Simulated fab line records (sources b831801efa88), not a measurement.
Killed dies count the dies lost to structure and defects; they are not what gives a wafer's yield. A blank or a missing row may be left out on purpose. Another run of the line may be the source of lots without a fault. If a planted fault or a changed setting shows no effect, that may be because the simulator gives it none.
A struck lot beside a sound one | flow sky130 | 34 out of 708 route steps
Sound: wafers L218.1, L218.4, L218.5. The struck wafers were L223.1, L223.2, L223.4. The cause is named last.
At each step with rows: each side's tool, then ch and its chambers, then its first start. Under that, the readings that differ: sound wafers | struck wafers | difference of the means | sigmas: that difference in standard deviations of wafers without a fault.
alike: same words and numbers on both sides, and readings whose means sit less than 2 such deviations apart. not compared: any withheld reading, any reading some wafer has no value for, any bound like >300 that may hide the same value, and any number with overlapping values for which the record gives no deviation.
A row with sigmas, a row that says differs or no value, or rows on one side alone: a step with any of these is where the two part. When numbers do not overlap yet have no deviation, they are printed without sigmas and do not part them. A reading missing from all wafers of one side parts the sides only when that side holds two or more wafers.

first, 4 steps without rows for these wafers: SKY_METAL5_SOFTBAKE_10 (time 60 s); SKY_METAL5_EXPOSE_11 (exposes mask MM5, target cd 1600 nm); SKY_METAL5_PEB_12; SKY_METAL5_DEVELOP_13 (develop time 60 s).
SKY_METAL5_DESCUM_14: chemistry O2, time 11 s.
  sound on rieMetal-01 ch 0, day 46 16:42; struck on rieMetal-01 ch 0,1, day 47 20:02
  alike: drypumpMotorCurrentA, oesProductAu
  not compared: rfHoursCounterH
SKY_METAL5_METAL_ETCH_15: etches the open film in Cl2/BCl3, stops on SiO2, target depth 1260 nm, time 252 s.
  sound on rieMetal-01 ch 0, day 46 16:44; struck on rieMetal-01 ch 0,1, day 47 20:05
  alike: drypumpMotorCurrentA, oesProductAu, throttleValvePct
  not compared: rfHoursCounterH
SKY_METAL5_STRIP_16: strips in O2/N2.
  sound on plasmaAsher-03 ch 0,1, day 46 16:58; struck on plasmaAsher-01 ch 0,1, day 47 20:19
  alike: drypumpMotorCurrentA, oesProductAu, stripTimeToEndpointS
  not compared: rfHoursCounterH
then, 3 steps without rows for these wafers: SKY_METAL5_STRIP_17 (strips in post etch residue remover, time 1200 s); SKY_METAL5_CLEAN_18 (cleans in IPA, time 180 s); SKY_METAL5_CLEAN_19 (cleans in O3/DIW).
SKY_PASSIVATION_CVD_00: deposits SiO2, target thk 90 nm.
  sound on pecvd-04 ch 0,1, day 46 17:40; struck on pecvd-01 ch 0,1,2, day 47 20:56
reading          | sound       | struck      | difference | sigmas
heaterPowerW (W) | 785 779 721 | 590 556 677 | -154       | -2
SKY_PASSIVATION_THK_MEAS_01:
  sound on filmMetro-03, day 46 17:41; struck on filmMetro-02, day 47 20:57
  alike: PASSIVATION_CVD_00_THK
SKY_PASSIVATION_CVD_02: deposits Si3N4, target thk 540 nm.
  sound on pecvd-03 ch 0,1,2, day 46 17:45; struck on pecvd-04 ch 0,1,2, day 47 21:01
reading                                      | sound             | struck            | difference | sigmas
model.Si3N4_of_PASSIVATION_CVD_02.thkNm (nm) | 530.3 537.7 537.7 | 238.6 237.3 250.9 | -293.0     | 
  alike: heaterPowerW
SKY_PASSIVATION_THK_MEAS_03:
  sound on filmMetro-02, day 46 17:59; struck on filmMetro-04, day 47 21:37
reading                     | sound       | struck      | difference | sigmas
PASSIVATION_CVD_02_THK (nm) | 531 538 538 | 239 237 251 | -293       | -37
  not compared: hold
then, 6 steps without rows for these wafers: SKY_PASSIVATION_HMDS_05 (prime time 60 s); SKY_PASSIVATION_COAT_06 (resist thk 3000 nm); SKY_PASSIVATION_SOFTBAKE_07; SKY_PASSIVATION_EXPOSE_08 (exposes mask NSM, target cd 3000 nm); SKY_PASSIVATION_PEB_09; SKY_PASSIVATION_DEVELOP_10 (develop time 60 s).
SKY_PASSIVATION_ETCH_11: etches the open film in CF4/O2, stops on AlCu, target depth 725 nm, time 161.1 s.
  sound on rieDiel-03 ch 0,1, day 47 13:29; struck on rieDiel-03 ch 0,1,3, day 48 15:56
reading                               | sound             | struck            | difference | sigmas
cf4FlowSccm (sccm)                    | 79.77 79.46 79.91 | 80.27 80.20 80.46 | +0.60      | +2
oesProductAu (a.u.)                   | 0.974 0.976 0.977 | 0.726 0.731 0.728 | -0.247     | -35
throttleValvePct (%)                  | 5.959 5.957 5.962 | 5.889 5.900 5.897 | -0.064     | -7
model.etch.depthNm (nm)               | 693.5 703.7 703.4 | 402 401.2 416.7   | -294       | 
model.PASSIVATION.featureDepthNm (nm) | 693.5 703.7 703.4 | 402 401.2 416.7   | -294       | 
  alike: drypumpMotorCurrentA
  not compared: rfHoursCounterH
SKY_PASSIVATION_STRIP_12: strips in O2/N2.
  sound on plasmaAsher-04 ch 0,1, day 47 13:35; struck on plasmaAsher-04 ch 0,1, day 48 16:02
  alike: drypumpMotorCurrentA, oesProductAu, stripTimeToEndpointS
  not compared: rfHoursCounterH
then, 7 steps without rows for these wafers: SKY_PAD_OPEN_DEHYDRATE_00 (time 60 s); SKY_PAD_OPEN_HMDS_01 (prime time 60 s); SKY_PAD_OPEN_COAT_02 (resist thk 3000 nm); SKY_PAD_OPEN_SOFTBAKE_03; SKY_PAD_OPEN_EXPOSE_04 (exposes mask PDM, target cd 60000 nm); SKY_PAD_OPEN_PEB_05; SKY_PAD_OPEN_DEVELOP_06 (develop time 60 s).
SKY_PAD_OPEN_ETCH_07: etches the open film in CF4/O2, stops on AlCu, target depth 725 nm, time 161.1 s.
  sound on rieDiel-03 ch 2,3, day 48 08:08; struck on rieDiel-03 ch 1,2,3, day 49 09:23
reading                            | sound             | struck            | difference | sigmas
oesProductAu (a.u.)                | 0.970 0.983 0.976 | 0.725 0.723 0.725 | -0.252     | -35
throttleValvePct (%)               | 5.952 5.976 5.943 | 5.887 5.894 5.900 | -0.063     | -6
model.etch.depthNm (nm)            | 693.5 703.7 703.4 | 402 401.2 416.7   | -294       | 
model.PAD_OPEN.featureDepthNm (nm) | 693.5 703.7 703.4 | 402 401.2 416.7   | -294       | 
  alike: cf4FlowSccm, drypumpMotorCurrentA
  not compared: rfHoursCounterH
then, 1 step without rows for these wafers: SKY_PAD_OPEN_STRIP_08 (strips in O2/N2).
SKY_PAD_OPEN_STRIP_09: strips in post etch residue remover, time 1200 s.
  sound on wetBench-02 ch 1, day 48 08:20; struck on wetBench-02 ch 1, day 49 09:35
reading                                      | sound           | struck            | difference | sigmas
model.Si3N4_of_PASSIVATION_CVD_02.thkNm (nm) | 530 537.3 537.4 | 238.3 236.9 250.6 | -293.0     | 
then, 2 steps without rows for these wafers: SKY_PAD_OPEN_CLEAN_10 (cleans in IPA, time 180 s); SKY_PAD_OPEN_PROBE_99.

WHERE THEY PART
Last at SKY_PAD_OPEN_ETCH_07 as far as this record goes, first at SKY_PASSIVATION_CVD_00.

WHY: whatever the simulator had introduced
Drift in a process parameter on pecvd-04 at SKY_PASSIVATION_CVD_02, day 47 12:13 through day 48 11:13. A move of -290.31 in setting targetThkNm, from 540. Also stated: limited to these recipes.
